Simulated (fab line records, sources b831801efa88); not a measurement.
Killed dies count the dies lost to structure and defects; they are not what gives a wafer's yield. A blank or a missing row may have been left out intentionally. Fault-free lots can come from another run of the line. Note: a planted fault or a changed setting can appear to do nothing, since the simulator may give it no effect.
2 desks, one fault | flow gf180mcu | numbers are kept per desk, each desk with only its own; the story behind them comes last

THE METROLOGY DESK
What the gauges read for every lot (on any tool): the sampled wafers with a number, averaged. A lot is out of limits, marked OUT, if its mean lies more than 4 standard deviations from the usual mean; the brackets give that distance.
Columns: A = V1_CVD_00_THK at GF_V1_THK_MEAS_01, usual 598 nm; B = V2_W_RS at GF_V2_RS_MEAS_24, usual 0.328 ohm/sq; C = V2_W_THK at GF_V2_THK_MEAS_25, usual 357 nm; D = M3_OVL at GF_M3_OVL_MEAS_15, usual 1 nm
lot  | first seen here | A   | B                | C   | D
L446 | day 16 18:41    | 600 | 0.328            | 359 | 0
L449 | day 18 00:21    | 600 | 0.331            | 356 | -4
L450 | day 18 03:07    | 605 | 0.325            | 360 | 3
L451 | day 18 10:14    | 595 | 0.325            | 362 | 5
L452 | day 19 03:02    | 601 | 0.326            | 362 | -13
L454 | day 20 04:11    | 597 | 0.327            | 363 | -3
L456 | day 21 00:25    | 587 | 0.328            | 355 | -1
L464 | day 24 01:36    | 594 | 0.329            | 353 | 1
L465 | day 24 10:33    | 606 | 0.341 (+4.1) OUT | 344 | -1
L468 | day 24 21:42    | 596 | 0.329            | 353 | 5
L467 | day 25 01:27    | 596 | 0.328            | 358 | 6
L469 | day 25 13:18    | 602 | 0.330            | 360 | -2
This desk reports L465 out of limits; the earliest was L465 at day 27 06:44 (V2_W_RS at GF_V2_RS_MEAS_24). L446, L449, L450, L451, L452, L454, L456, L464, L468, L467, L469: within limits.

THE TOOL OWNER'S DESK: cvd-w-01
The tool's own readings at GF_V2_CVD_23 (deposits W, target thk 350 nm, time 104.94 s): means of the sampled wafers that have a number, for each lot that ran on this tool. A lot is out of limits, marked OUT, if its mean lies more than 4 standard deviations from the usual mean; the brackets give that distance.
Columns: A = heater-power-w at GF_V2_CVD_23, usual 896 W; B = susceptor-temp-C at GF_V2_CVD_23, usual 400.01 C
lot  | first seen here | A   | B
L449 | day 21 04:08    | 893 | 400.11
L450 | day 21 07:58    | 898 | 399.81
L456 | day 24 02:29    | 887 | 400.19
L464 | day 26 22:05    | 923 | 399.38
L465 | day 27 06:36    | 883 | 398.71 (-5.6) OUT
This desk's verdict: out of limits on L465, starting with L465 at day 27 06:36 (susceptor-temp-C at GF_V2_CVD_23). L449, L450, L456, L464: within limits.

ALL TOGETHER
On L465, at day 27 06:36, an alarm was possible from the tool owner's desk.
L465 would have let the metrology desk raise an alarm at day 27 06:44.
The lots listed all ran GF_V2_CVD_23 on cvd-w-01.

WHAT THE SIMULATOR HAD PUT IN
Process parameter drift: cvd-w-01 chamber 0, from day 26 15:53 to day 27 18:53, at GF_V2_CVD_23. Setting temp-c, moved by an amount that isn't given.
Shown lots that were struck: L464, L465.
Time in hours from fault onset to the first out-of-limits reading at each desk: tool owner's desk 15, metrology desk 15.
